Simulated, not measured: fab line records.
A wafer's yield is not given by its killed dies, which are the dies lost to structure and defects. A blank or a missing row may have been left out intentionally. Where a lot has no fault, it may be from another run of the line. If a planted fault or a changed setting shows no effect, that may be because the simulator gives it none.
fab line records ; flow sky130
[record] lots = 24; wafers = 72; last_day = 50
route steps=708 shown VIA2@520 CAPM@538 VIA3@589
lots that met no fault: from a run of the same line without faults
start_h: hours from the record's first day to the start of the lot's first wafer shown ; wait_h: time in hours since the lot's previous step ; " repeats the value in the row above ; L1.1+2: a single row standing in for several wafers ; - no value, or no start was given ; * or withheld: withheld ; < > ~ a bound
route shown NAME@n: a module of which the file shows steps, and the number in the route of the first ; usual: average and standard deviation across the fault-free wafers ; same: alike in all rows ; chamber/n: place in a boat ; sites: per-site readings ; _std_site: standard deviation across them ; _edge_site: mean of outer sites minus mean of inner sites ; radius_mm: how far each site lies from the wafer's centre ; mask NAME#n: copy n ; behind: the last tool/chamber to shape the wafer ; hold: cause of the lot's hold/its duration in hours/its outcome ; device: the transistor (n, p or np) that didn't switch ; end of line: the tests these same wafers got at the end of their route ; a step without rows: its recipe alone ; killed: count of dies lost to structure and defects at first sort (not the wafer's yield) ; map: shows each die of a wafer: x if killed, . if not, _ if none is there
set.NAME: the run value of the setting; set.NAME@STEP: its run value at that earlier step ; model.NAME: the simulator's own value behind a step, which no gauge read
steps of the route over a sample of lots; a table a step, a row a wafer
services: when a tool's chamber went out of use (start_h, in hours from the record's first day, below 0 if earlier), for how many hours, and the reason
[[steps]]
[step SKY_VIA2_OVL_MEAS_13]
[usual] VIA2_OVL = 3/6.6
lot.wafer;tool;chamber;start_h;wait_h;VIA2_OVL[nm]
L074.2;overlay-01;-;844.03;0.1;-3
L074.3;overlay-01;-;844.03;0.1;-11
L074.4;overlay-01;-;844.03;0.1;-5
L077.1;overlay-01;-;857.57;0.1;0
L077.4;overlay-01;-;857.57;0.1;1
L077.6;overlay-01;-;857.57;0.1;6
L075.1;overlay-02;-;859.23;0.1;5
L075.5;overlay-02;-;859.23;0.1;3
L075.6;overlay-02;-;859.23;0.1;14
L076.2;overlay-02;-;863.23;0.1;3
L076.5;overlay-02;-;863.23;0.1;-1
L076.6;overlay-02;-;863.23;0.1;-3
L078.2;overlay-01;-;868.17;0.1;4
L078.3;overlay-01;-;868.17;0.1;11
L078.6;overlay-01;-;868.17;0.1;6
L079.1;overlay-01;-;871.08;0.1;13
L079.2;overlay-01;-;871.08;0.1;-1
L079.3;overlay-01;-;871.08;0.1;-2
L080.1;overlay-02;-;889.12;0.1;10
L080.3;overlay-02;-;889.12;0.1;13
L080.4;overlay-02;-;889.12;0.1;3
L081.2;overlay-01;-;902.98;0.1;-2
L081.3;overlay-01;-;902.98;0.1;3
L081.4;overlay-01;-;902.98;0.1;2
L082.2;overlay-01;-;905.48;0.1;6
L082.4;overlay-01;-;905.48;0.1;4
L082.6;overlay-01;-;905.48;0.1;3
L083.3;overlay-01;-;912.18;0.1;3
L083.4;overlay-01;-;912.18;0.1;-4
L083.5;overlay-01;-;912.18;0.1;6
L084.2;overlay-01;-;924.53;0.1;0
L084.3;overlay-01;-;924.53;0.1;13
L084.5;overlay-01;-;924.53;0.1;3
L085.3;overlay-01;-;943.88;0.1;-11
L085.5;overlay-01;-;943.88;0.1;-3
L085.6;overlay-01;-;943.88;0.1;-5
L086.1;overlay-02;-;947.93;0.1;0
L086.2;overlay-02;-;947.93;0.1;14
L086.4;overlay-02;-;947.93;0.1;14
L087.1;overlay-01;-;948.72;0.1;18
L087.3;overlay-01;-;948.72;0.1;10
L087.4;overlay-01;-;948.72;0.1;1
L088.1;overlay-02;-;952.78;0.1;3
L088.3;overlay-02;-;952.78;0.1;-1
L088.5;overlay-02;-;952.78;0.1;2
L089.2;overlay-02;-;956.77;0.1;8
L089.4;overlay-02;-;956.77;0.1;7
L089.5;overlay-02;-;956.77;0.1;-5
L090.1;overlay-02;-;966.76;0.1;-1
L090.2;overlay-02;-;966.76;0.1;5
L090.6;overlay-02;-;966.76;0.1;9
L091.2;overlay-02;-;969.98;0.1;-3
L091.3;overlay-02;-;969.98;0.1;0
L091.6;overlay-02;-;969.98;0.1;1
L092.1;overlay-01;-;974.27;0.1;-5
L092.3;overlay-01;-;974.27;0.1;-6
L092.5;overlay-01;-;974.27;0.1;-8
L093.1;overlay-02;-;981.23;0.1;4
L093.3;overlay-02;-;981.23;0.1;8
L093.6;overlay-02;-;981.23;0.1;3
L094.1;overlay-01;-;997.22;0.1;11
L094.5;overlay-01;-;997.22;0.1;20
L094.6;overlay-01;-;997.22;0.1;12
L095.3;overlay-02;-;998.43;0.1;-5
L095.4;overlay-02;-;998.43;0.1;-2
L095.6;overlay-02;-;998.43;0.1;4
L096.3;overlay-02;-;1004.69;0.1;0
L096.4;overlay-02;-;1004.69;0.1;9
L096.6;overlay-02;-;1004.69;0.1;7
L097.2;overlay-01;-;1016.03;0.1;4
L097.3;overlay-01;-;1016.03;0.1;9
L097.5;overlay-01;-;1016.03;0.1;8
[step SKY_VIA2_CMP_24]
[recipe] stop_on = SiO2; t_overpolish_s = 20; down_force_psi = 3.5; platen_rpm = 60; target_thk_nm = 0; pad_velocity_m_s = 0.94248
[usual] edge_zone_pressure_frac = 1.000/0.0054; motor_current_A = 11.2/0.93; overpolish_run_s = 20.000/0.01; time_to_endpoint_s = 97/4.2
[same] t_overpolish_s = 20
lot.wafer;tool;chamber;start_h;wait_h;edge_zone_pressure_frac;motor_current_A;overpolish_run_s;time_to_endpoint_s
L074.4;cmp-02;2;845.17;0.0;1.009;10.5;19.999;94
L074.3;cmp-02;3;845.17;0.0;0.992;11.7;20.018;98
L074.2;cmp-02;1;845.17;0.0;0.999;12.2;19.981;102
L077.4;cmp-01;0;858.68;0.0;1.001;9.5;19.989;103
L077.1;cmp-01;2;858.68;0.0;1.010;12.0;20.001;104
L077.6;cmp-01;0;858.68;0.0;1.005;10.5;19.989;101
L075.1;cmp-01;2;860.41;0.1;0.997;12.9;20.003;99
L075.5;cmp-01;1;860.41;0.1;0.997;12.4;19.995;91
L075.6;cmp-01;2;860.41;0.1;1.014;12.9;19.992;97
L076.2;cmp-02;1;864.42;0.1;0.997;12.2;19.996;98
L076.5;cmp-02;0;864.42;0.1;0.999;10.6;19.997;101
L076.6;cmp-02;1;864.42;0.1;1.010;12.2;20.006;102
L078.3;cmp-02;3;869.41;0.1;1.001;11.3;19.995;96
L078.2;cmp-02;0;869.41;0.1;0.999;9.8;20.021;98
L078.6;cmp-02;1;869.41;0.1;1.005;11.4;19.998;95
L079.2;cmp-01;3;872.34;0.1;0.997;11.8;19.991;96
L079.1;cmp-01;0;872.34;0.1;0.999;9.7;19.986;99
L079.3;cmp-01;1;872.34;0.1;1.006;11.9;19.996;97
L080.1;cmp-01;2;890.23;0.1;1.000;12.0;20.000;100
L080.3;cmp-01;3;890.23;0.1;1.004;11.2;20.011;93
L080.4;cmp-01;1;890.23;0.1;1.002;11.5;20.015;91
L081.2;cmp-01;1;904.13;0.1;0.994;11.6;19.993;96
L081.4;cmp-01;2;904.13;0.1;1.009;12.6;20.000;103
L081.3;cmp-01;3;904.13;0.1;0.996;11.6;19.999;98
L082.2;cmp-02;0;906.68;0.1;0.996;10.0;20.011;96
L082.4;cmp-02;1;906.68;0.1;1.001;12.1;20.000;95
L082.6;cmp-02;3;906.68;0.1;1.012;12.5;20.004;93
L083.3;cmp-02;3;913.59;0.2;1.003;11.0;19.998;94
L083.4;cmp-02;1;913.59;0.2;1.004;11.6;19.992;96
L083.5;cmp-02;3;913.59;0.2;0.998;11.3;19.994;90
L084.2;cmp-02;1;925.76;0.1;1.001;11.4;19.997;94
L084.3;cmp-02;2;925.76;0.1;0.996;11.2;20.002;91
L084.5;cmp-02;0;925.76;0.1;1.004;10.8;20.004;96
L085.3;cmp-01;2;945.01;0.0;1.000;12.2;20.000;100
L085.6;cmp-01;2;945.01;0.0;1.000;12.2;19.998;99
L085.5;cmp-01;3;945.01;0.0;1.004;11.1;19.989;93
L086.2;cmp-01;0;949.06;0.0;0.993;9.2;20.018;105
L086.4;cmp-01;1;949.06;0.0;1.001;11.6;20.001;95
L086.1;cmp-01;2;949.06;0.0;1.007;12.8;19.999;103
L087.3;cmp-01;0;949.92;0.0;1.000;9.3;20.007;97
L087.1;cmp-01;2;949.92;0.0;0.996;11.9;20.009;97
L087.4;cmp-01;3;949.92;0.0;1.000;11.2;19.988;91
L088.3;cmp-02;3;953.93;0.1;0.998;11.7;19.984;97
L088.1;cmp-02;1;953.93;0.1;1.005;11.7;20.010;94
L088.5;cmp-02;2;953.93;0.1;1.012;10.7;19.975;95
L089.2;cmp-01;2;957.88;0.0;0.997;12.3;19.992;102
L089.4;cmp-01;3;957.88;0.0;1.003;11.8;19.991;94
L089.5;cmp-01;2;957.88;0.0;1.002;12.2;20.002;99
L090.2;cmp-01;1;967.87;0.0;0.989;10.9;19.994;95
L090.1;cmp-01;2;967.87;0.0;0.997;12.7;19.994;105
L090.6;cmp-01;2;967.87;0.0;0.992;12.6;20.020;102
L091.3;cmp-02;3;971.08;0.0;0.999;11.8;20.001;93
L091.2;cmp-02;0;971.08;0.0;1.000;10.6;19.991;102
L091.6;cmp-02;3;971.08;0.0;1.000;11.7;20.001;93
L092.3;cmp-01;0;975.43;0.1;1.000;9.9;20.014;101
L092.1;cmp-01;2;975.43;0.1;1.002;11.9;19.997;101
L092.5;cmp-01;0;975.43;0.1;1.006;10.2;19.972;102
L093.1;cmp-02;3;982.34;0.1;0.991;11.9;19.999;96
L093.3;cmp-02;1;982.34;0.1;0.992;12.2;20.003;102
L093.6;cmp-02;3;982.34;0.1;0.994;11.9;19.997;98
L094.1;cmp-01;2;998.38;0.1;1.006;12.4;19.994;102
L094.6;cmp-01;2;998.38;0.1;1.010;12.6;19.994;100
L094.5;cmp-01;3;998.38;0.1;1.007;11.8;19.990;92
L095.4;cmp-02;2;999.56;0.0;1.005;11.4;20.020;90
L095.3;cmp-02;3;999.56;0.0;0.993;12.4;20.021;99
L095.6;cmp-02;2;999.56;0.0;1.004;10.3;19.992;96
L096.4;cmp-01;1;1005.80;0.0;0.991;11.8;19.987;90
L096.3;cmp-01;2;1005.80;0.0;1.011;11.9;19.990;101
L096.6;cmp-01;1;1005.80;0.0;0.992;11.4;19.981;92
L097.2;cmp-02;1;1017.24;0.1;1.003;11.8;20.009;99
L097.3;cmp-02;2;1017.24;0.1;1.002;10.3;20.010;95
L097.5;cmp-02;3;1017.24;0.1;1.005;11.5;20.020;100
[step SKY_CAPM_THK_MEAS_01]
[recipe] reads = SiO2_of_CAPM_CVD_00
[usual] CAPM_CVD_00_THK = 15.46/0.29
lot.wafer;tool;chamber;start_h;wait_h;CAPM_CVD_00_THK[nm]
L074.2;film_metro-01;-;845.65;-;15.38
L074.3;film_metro-01;-;845.65;-;15.49
L074.4;film_metro-01;-;845.65;-;15.70
L077.1;film_metro-03;-;859.15;-;15.02
L077.4;film_metro-03;-;859.15;-;15.72
L077.6;film_metro-03;-;859.15;-;15.21
L075.1;film_metro-01;-;860.84;-;15.52
L075.5;film_metro-01;-;860.84;-;15.61
L075.6;film_metro-01;-;860.84;-;15.75
L076.2;film_metro-03;-;864.85;-;15.00
L076.5;film_metro-03;-;864.85;-;15.52
L076.6;film_metro-03;-;864.85;-;15.32
L078.2;film_metro-03;-;869.80;-;15.40
L078.3;film_metro-03;-;869.80;-;15.39
L078.6;film_metro-03;-;869.80;-;15.79
L079.1;film_metro-01;-;872.76;-;14.88
L079.2;film_metro-01;-;872.76;-;15.34
L079.3;film_metro-01;-;872.76;-;14.94
L080.1;film_metro-03;-;890.70;-;14.96
L080.3;film_metro-03;-;890.70;-;15.38
L080.4;film_metro-03;-;890.70;-;15.28
L081.2;film_metro-03;-;904.56;-;14.78
L081.3;film_metro-03;-;904.56;-;15.08
L081.4;film_metro-03;-;904.56;-;15.01
L082.2;film_metro-03;-;907.06;-;15.24
L082.4;film_metro-03;-;907.06;-;15.34
L082.6;film_metro-03;-;907.06;-;15.38
L083.3;film_metro-03;-;914.03;-;15.12
L083.4;film_metro-03;-;914.03;-;15.70
L083.5;film_metro-03;-;914.03;-;15.74
L084.2;film_metro-03;-;926.14;-;15.39
L084.3;film_metro-03;-;926.14;-;15.31
L084.5;film_metro-03;-;926.14;-;15.68
L085.3;film_metro-03;-;945.50;-;15.53
L085.5;film_metro-03;-;945.50;-;15.57
L085.6;film_metro-03;-;945.50;-;15.14
L086.1;film_metro-01;-;949.54;-;15.76
L086.2;film_metro-01;-;949.54;-;15.63
L086.4;film_metro-01;-;949.54;-;16.02
L087.1;film_metro-01;-;950.40;-;15.70
L087.3;film_metro-01;-;950.40;-;15.63
L087.4;film_metro-01;-;950.40;-;15.56
L088.1;film_metro-02;-;954.36;-;15.35
L088.3;film_metro-02;-;954.36;-;15.62
L088.5;film_metro-02;-;954.36;-;15.68
L089.2;film_metro-01;-;958.36;-;15.35
L089.4;film_metro-01;-;958.36;-;15.60
L089.5;film_metro-01;-;958.36;-;15.57
L090.1;film_metro-03;-;968.34;-;15.28
L090.2;film_metro-03;-;968.34;-;15.24
L090.6;film_metro-03;-;968.34;-;15.62
L091.2;film_metro-01;-;971.56;-;15.44
L091.3;film_metro-01;-;971.56;-;15.78
L091.6;film_metro-01;-;971.56;-;15.81
L092.1;film_metro-01;-;975.85;-;15.64
L092.3;film_metro-01;-;975.85;-;15.69
L092.5;film_metro-01;-;975.85;-;15.95
L093.1;film_metro-03;-;982.81;-;15.29
L093.3;film_metro-03;-;982.81;-;14.92
L093.6;film_metro-03;-;982.81;-;15.00
L094.1;film_metro-02;-;998.85;-;15.80
L094.5;film_metro-02;-;998.85;-;15.65
L094.6;film_metro-02;-;998.85;-;15.79
L095.3;film_metro-01;-;1000.06;-;15.52
L095.4;film_metro-01;-;1000.06;-;15.51
L095.6;film_metro-01;-;1000.06;-;15.57
L096.3;film_metro-02;-;1006.30;-;15.37
L096.4;film_metro-02;-;1006.30;-;15.39
L096.6;film_metro-02;-;1006.30;-;15.70
L097.2;film_metro-03;-;1017.64;-;15.85
L097.3;film_metro-03;-;1017.64;-;15.77
L097.5;film_metro-03;-;1017.64;-;15.85
[step SKY_CAPM_OVL_MEAS_12]
[usual] CAPM_OVL = 0.6/1.6
lot.wafer;tool;chamber;start_h;wait_h;CAPM_OVL[nm]
L074.2;overlay-01;-;872.21;0.1;2.0
L074.3;overlay-01;-;872.21;0.1;3.9
L074.4;overlay-01;-;872.21;0.1;1.5
L077.1;overlay-01;-;885.77;0.1;0.3
L077.4;overlay-01;-;885.77;0.1;1.2
L077.6;overlay-01;-;885.77;0.1;2.1
L075.1;overlay-01;-;887.52;0.1;1.3
L075.5;overlay-01;-;887.52;0.1;1.7
L075.6;overlay-01;-;887.52;0.1;-2.3
L076.2;overlay-02;-;891.88;0.1;4.2
L076.5;overlay-02;-;891.88;0.1;5.4
L076.6;overlay-02;-;891.88;0.1;2.9
L078.2;overlay-01;-;896.56;0.1;-0.6
L078.3;overlay-01;-;896.56;0.1;1.0
L078.6;overlay-01;-;896.56;0.1;-0.4
L079.1;overlay-01;-;899.95;0.1;1.0
L079.2;overlay-01;-;899.95;0.1;-1.5
L079.3;overlay-01;-;899.95;0.1;1.3
L080.1;overlay-02;-;916.80;0.1;0.8
L080.3;overlay-02;-;916.80;0.1;1.7
L080.4;overlay-02;-;916.80;0.1;1.9
L081.2;overlay-02;-;930.73;0.1;0.0
L081.3;overlay-02;-;930.73;0.1;1.5
L081.4;overlay-02;-;930.73;0.1;1.7
L082.2;overlay-01;-;933.38;0.1;0.4
L082.4;overlay-01;-;933.38;0.1;-0.5
L082.6;overlay-01;-;933.38;0.1;1.0
L083.3;overlay-01;-;939.86;0.1;1.8
L083.4;overlay-01;-;939.86;0.1;0.5
L083.5;overlay-01;-;939.86;0.1;0.4
L084.2;overlay-01;-;951.36;0.1;-0.1
L084.3;overlay-01;-;951.36;0.1;-1.2
L084.5;overlay-01;-;951.36;0.1;-0.4
L085.3;overlay-02;-;968.22;0.1;0.9
L085.5;overlay-02;-;968.22;0.1;0.4
L085.6;overlay-02;-;968.22;0.1;2.3
L086.1;overlay-02;-;972.87;0.1;1.9
L086.2;overlay-02;-;972.87;0.1;4.3
L086.4;overlay-02;-;972.87;0.1;4.3
L087.1;overlay-02;-;973.17;0.1;-0.5
L087.3;overlay-02;-;973.17;0.1;-0.1
L087.4;overlay-02;-;973.17;0.1;2.1
L088.1;overlay-01;-;977.62;0.1;-2.1
L088.3;overlay-01;-;977.62;0.1;-0.5
L088.5;overlay-01;-;977.62;0.1;-1.0
L089.2;overlay-01;-;982.11;0.1;0.3
L089.4;overlay-01;-;982.11;0.1;-0.7
L089.5;overlay-01;-;982.11;0.1;-1.0
L090.1;overlay-01;-;991.41;0.1;4.5
L090.2;overlay-01;-;991.41;0.1;0.0
L090.6;overlay-01;-;991.41;0.1;1.4
L091.2;overlay-01;-;994.78;0.1;-0.9
L091.3;overlay-01;-;994.78;0.1;0.4
L091.6;overlay-01;-;994.78;0.1;-0.6
L092.1;overlay-01;-;999.56;0.1;2.7
L092.3;overlay-01;-;999.56;0.1;1.0
L092.5;overlay-01;-;999.56;0.1;1.4
L093.1;overlay-01;-;1006.32;0.1;1.5
L093.3;overlay-01;-;1006.32;0.1;-2.2
L093.6;overlay-01;-;1006.32;0.1;-1.4
L094.1;overlay-01;-;1022.05;0.1;-1.4
L094.5;overlay-01;-;1022.05;0.1;-1.5
L094.6;overlay-01;-;1022.05;0.1;-1.4
L095.3;overlay-02;-;1022.73;0.1;2.1
L095.4;overlay-02;-;1022.73;0.1;1.5
L095.6;overlay-02;-;1022.73;0.1;2.1
L096.3;overlay-02;-;1029.37;0.1;0.3
L096.4;overlay-02;-;1029.37;0.1;1.5
L096.6;overlay-02;-;1029.37;0.1;0.5
L097.2;overlay-02;-;1040.03;0.1;0.7
L097.3;overlay-02;-;1040.03;0.1;0.8
L097.5;overlay-02;-;1040.03;0.1;1.1
[step SKY_VIA3_STRIP_16]
[recipe] chemistry = O2/N2; power_w = 1400; pressure_mtorr = 1500; platen_temp_c = withheld; o2_flow_sccm = 3000; n2_flow_sccm = 300; overash_fraction = 0.5
[usual] drypump_motor_current_A = 5.4/0.4; oes_product_au = 0.402/0.005; strip_time_to_endpoint_s = 4.13/0.033
lot.wafer;tool;chamber;start_h;wait_h;drypump_motor_current_A;oes_product_au;rf_hours_counter_h;strip_time_to_endpoint_s
L074.2;plasma_asher-03;0;928.28;0.0;5.4;0.401;104;4.13
L074.3;plasma_asher-03;0;928.28;0.0;5.4;0.402;-;4.09
L074.4;plasma_asher-03;1;928.28;0.0;5.8;0.401;-;4.12
L077.1;plasma_asher-02;1;940.53;0.0;5.4;0.401;83;4.13
L077.4;plasma_asher-02;1;940.53;0.0;5.4;0.406;-;4.14
L077.6;plasma_asher-02;0;940.53;0.0;5.3;0.406;-;4.12
L075.1;plasma_asher-02;0;941.51;0.0;5.3;0.397;83;4.13
L075.5;plasma_asher-02;0;941.51;0.0;5.3;0.397;-;4.10
L075.6;plasma_asher-02;1;941.51;0.0;5.4;0.408;-;4.13
L076.2;plasma_asher-02;0;946.81;0.0;5.4;0.395;84;4.14
L076.5;plasma_asher-02;0;946.81;0.0;5.3;0.402;-;4.09
L076.6;plasma_asher-02;1;946.81;0.0;5.4;0.397;-;4.12
L078.2;plasma_asher-02;1;951.18;0.0;5.4;0.395;84;4.12
L078.3;plasma_asher-02;0;951.18;0.0;5.3;0.399;-;4.18
L078.6;plasma_asher-02;0;951.18;0.0;5.3;0.399;-;4.17
L079.1;plasma_asher-03;0;959.60;0.0;5.4;0.402;107;4.10
L079.2;plasma_asher-03;1;959.60;0.0;5.8;0.407;107;4.17
L079.3;plasma_asher-03;1;959.60;0.0;5.8;0.404;-;4.19
L080.1;plasma_asher-02;0;968.05;0.0;5.3;0.397;86;4.13
L080.3;plasma_asher-02;0;968.05;0.0;5.3;0.409;-;4.22
L080.4;plasma_asher-02;1;968.05;0.0;5.3;0.402;-;4.16
L081.2;plasma_asher-02;1;980.75;0.0;5.4;0.401;88;4.08
L081.3;plasma_asher-02;0;980.75;0.0;5.3;0.403;-;4.10
L081.4;plasma_asher-02;1;980.75;0.0;5.4;0.405;-;4.11
L082.2;plasma_asher-03;1;983.98;0.0;5.8;0.405;109;4.13
L082.4;plasma_asher-03;1;983.98;0.0;5.8;0.402;-;4.11
L082.6;plasma_asher-03;0;983.98;0.0;5.4;0.405;-;4.20
L083.3;plasma_asher-02;0;990.04;0.1;5.3;0.400;-;4.06
L083.4;plasma_asher-02;1;990.04;0.1;5.3;0.395;-;4.14
L083.5;plasma_asher-02;0;990.04;0.1;5.3;0.397;-;4.11
L084.2;plasma_asher-01;0;1001.71;0.0;4.8;0.398;26;4.19
L084.3;plasma_asher-01;0;1001.71;0.0;4.8;0.411;-;4.13
L084.5;plasma_asher-01;1;1001.71;0.0;6.2;0.400;-;4.13
L085.3;plasma_asher-01;0;1017.14;0.1;4.8;0.400;-;4.16
L085.5;plasma_asher-01;1;1017.14;0.1;6.2;0.399;-;4.18
L085.6;plasma_asher-01;0;1017.14;0.1;4.8;0.406;-;4.16
L086.1;plasma_asher-02;0;1021.95;0.0;5.3;0.403;92;4.09
L086.2;plasma_asher-02;1;1021.95;0.0;5.4;0.407;92;4.08
L086.4;plasma_asher-02;0;1021.95;0.0;5.3;0.401;-;4.13
L087.1;plasma_asher-03;0;1022.68;0.0;5.4;0.404;113;4.09
L087.3;plasma_asher-03;0;1022.68;0.0;5.4;0.407;-;4.17
L087.4;plasma_asher-03;1;1022.68;0.0;5.8;0.401;-;4.13
L088.1;plasma_asher-01;1;1027.58;0.0;6.2;0.402;28;4.17
L088.3;plasma_asher-01;0;1027.58;0.0;4.8;0.407;-;4.13
L088.5;plasma_asher-01;0;1027.58;0.0;4.8;0.402;-;4.17
L089.2;plasma_asher-02;1;1030.91;0.0;5.4;0.403;93;4.13
L089.4;plasma_asher-02;1;1030.91;0.0;5.4;0.397;-;4.10
L089.5;plasma_asher-02;1;1030.91;0.0;5.4;0.400;-;4.15
L090.1;plasma_asher-01;0;1039.05;0.0;4.8;0.407;30;4.14
L090.2;plasma_asher-01;1;1039.05;0.0;6.2;0.411;30;4.13
L090.6;plasma_asher-01;0;1039.05;0.0;4.8;0.395;-;4.12
L091.2;plasma_asher-01;0;1042.36;0.0;4.8;0.404;30;4.12
L091.3;plasma_asher-01;1;1042.36;0.0;6.2;0.402;-;4.11
L091.6;plasma_asher-01;0;1042.36;0.0;4.8;0.395;-;4.05
L092.1;plasma_asher-02;1;1047.31;0.0;5.4;0.404;94;4.12
L092.3;plasma_asher-02;1;1047.31;0.0;5.4;0.405;-;4.16
L092.5;plasma_asher-02;0;1047.31;0.0;5.3;0.401;-;4.18
L093.1;plasma_asher-01;0;1052.75;0.0;4.8;0.400;31;4.08
L093.3;plasma_asher-01;0;1052.75;0.0;4.8;0.397;-;4.13
L093.6;plasma_asher-01;1;1052.75;0.0;6.2;0.398;-;4.11
L094.1;plasma_asher-02;1;1067.96;0.0;5.4;0.404;97;4.13
L094.5;plasma_asher-02;1;1067.96;0.0;5.4;0.399;-;4.14
L094.6;plasma_asher-02;0;1067.96;0.0;5.3;0.392;-;4.12
L095.3;plasma_asher-01;0;1069.21;0.1;4.9;0.400;-;4.17
L095.4;plasma_asher-01;1;1069.21;0.1;6.2;0.402;-;4.10
L095.6;plasma_asher-01;0;1069.21;0.1;4.8;0.404;-;4.15
L096.3;plasma_asher-03;0;1074.94;0.1;5.4;0.399;-;4.12
L096.4;plasma_asher-03;1;1074.94;0.1;5.8;0.407;-;4.15
L096.6;plasma_asher-03;1;1074.94;0.1;5.7;0.407;-;4.12
L097.2;plasma_asher-02;0;1084.91;0.0;5.3;0.405;98;4.08
L097.3;plasma_asher-02;0;1084.91;0.0;5.3;0.407;-;4.12
L097.5;plasma_asher-02;1;1084.91;0.0;5.4;0.393;-;4.14
[step SKY_VIA3_THK_MEAS_23]
[recipe] thk_meas_gauge = xrf; reads = W_of_VIA3_CVD_21
[usual] VIA3_W_THK = 392/8.5
lot.wafer;tool;chamber;start_h;wait_h;VIA3_W_THK[nm]
L074.2;film_metro-03;-;929.29;0.1;394
L074.3;film_metro-03;-;929.29;0.1;383
L074.4;film_metro-03;-;929.29;0.1;393
L077.1;film_metro-03;-;941.43;0.1;376
L077.4;film_metro-03;-;941.43;0.1;382
L077.6;film_metro-03;-;941.43;0.1;378
L075.1;film_metro-02;-;942.41;0.1;397
L075.5;film_metro-02;-;942.41;0.1;401
L075.6;film_metro-02;-;942.41;0.1;397
L076.2;film_metro-03;-;947.76;0.1;389
L076.5;film_metro-03;-;947.76;0.1;392
L076.6;film_metro-03;-;947.76;0.1;385
L078.2;film_metro-03;-;952.08;0.1;383
L078.3;film_metro-03;-;952.08;0.1;390
L078.6;film_metro-03;-;952.08;0.1;391
L079.1;film_metro-04;-;960.50;0.1;389
L079.2;film_metro-04;-;960.50;0.1;392
L079.3;film_metro-04;-;960.50;0.1;393
L080.1;film_metro-02;-;968.95;0.1;403
L080.3;film_metro-02;-;968.95;0.1;402
L080.4;film_metro-02;-;968.95;0.1;401
L081.2;film_metro-02;-;981.69;0.1;403
L081.3;film_metro-02;-;981.69;0.1;402
L081.4;film_metro-02;-;981.69;0.1;398
L082.2;film_metro-02;-;984.88;0.1;403
L082.4;film_metro-02;-;984.88;0.1;407
L082.6;film_metro-02;-;984.88;0.1;401
L083.3;film_metro-03;-;990.93;0.1;385
L083.4;film_metro-03;-;990.93;0.1;381
L083.5;film_metro-03;-;990.93;0.1;381
L084.2;film_metro-04;-;1002.65;0.1;395
L084.3;film_metro-04;-;1002.65;0.1;402
L084.5;film_metro-04;-;1002.65;0.1;399
L085.3;film_metro-02;-;1018.06;0.1;392
L085.5;film_metro-02;-;1018.06;0.1;388
L085.6;film_metro-02;-;1018.06;0.1;393
L086.1;film_metro-03;-;1022.85;0.1;379
L086.2;film_metro-03;-;1022.85;0.1;380
L086.4;film_metro-03;-;1022.85;0.1;379
L087.1;film_metro-02;-;1023.57;0.1;398
L087.3;film_metro-02;-;1023.57;0.1;400
L087.4;film_metro-02;-;1023.57;0.1;397
L088.1;film_metro-04;-;1028.47;0.1;392
L088.3;film_metro-04;-;1028.47;0.1;393
L088.5;film_metro-04;-;1028.47;0.1;394
L089.2;film_metro-03;-;1031.99;0.1;374
L089.4;film_metro-03;-;1031.99;0.1;385
L089.5;film_metro-03;-;1031.99;0.1;381
L090.1;film_metro-04;-;1039.95;0.1;393
L090.2;film_metro-04;-;1039.95;0.1;394
L090.6;film_metro-04;-;1039.95;0.1;395
L091.2;film_metro-04;-;1043.27;0.1;390
L091.3;film_metro-04;-;1043.27;0.1;390
L091.6;film_metro-04;-;1043.27;0.1;387
L092.1;film_metro-02;-;1048.21;0.1;406
L092.3;film_metro-02;-;1048.21;0.1;395
L092.5;film_metro-02;-;1048.21;0.1;399
L093.1;film_metro-04;-;1053.65;0.1;400
L093.3;film_metro-04;-;1053.65;0.1;397
L093.6;film_metro-04;-;1053.65;0.1;391
L094.1;film_metro-03;-;1068.86;0.1;387
L094.5;film_metro-03;-;1068.86;0.1;386
L094.6;film_metro-03;-;1068.86;0.1;388
L095.3;film_metro-04;-;1070.10;0.1;393
L095.4;film_metro-04;-;1070.10;0.1;393
L095.6;film_metro-04;-;1070.10;0.1;393
L096.3;film_metro-04;-;1075.83;0.1;397
L096.4;film_metro-04;-;1075.83;0.1;398
L096.6;film_metro-04;-;1075.83;0.1;396
L097.2;film_metro-03;-;1085.82;0.1;376
L097.3;film_metro-03;-;1085.82;0.1;382
L097.5;film_metro-03;-;1085.82;0.1;374
[[services]]
tool;chamber;start_h;hours;kind
cmp-02;-;825.40;4.7;pm
cmp-01;-;837.35;2.5;repair
cmp-02;-;854.77;0.2;repair
plasma_asher-03;-;885.57;15.6;repair
cmp-01;-;913.19;4.0;pm
cmp-01;-;917.19;-;consumable_replace:conditioner
cmp-01;-;917.19;-;consumable_replace:pad
cmp-01;-;938.44;2.2;repair
plasma_asher-03;-;953.65;2.6;repair
plasma_asher-03;-;965.28;2.8;repair
plasma_asher-01;-;985.30;9.0;repair
plasma_asher-01;-;1007.67;3.7;repair
cmp-01;-;1007.97;14.2;pm
plasma_asher-03;-;1055.25;9.0;pm
plasma_asher-03;0;1055.25;9.0;vent_cycle
plasma_asher-03;1;1055.25;9.0;vent_cycle
cmp-02;-;1059.95;1.6;repair
plasma_asher-03;0;1064.25;-;clean
plasma_asher-03;1;1064.25;-;clean
cmp-02;-;1070.67;4.0;pm
cmp-02;-;1074.67;-;consumable_replace:conditioner
cmp-02;-;1074.67;-;consumable_replace:pad
plasma_asher-01;-;1083.02;0.8;repair
[[key]]
fault none
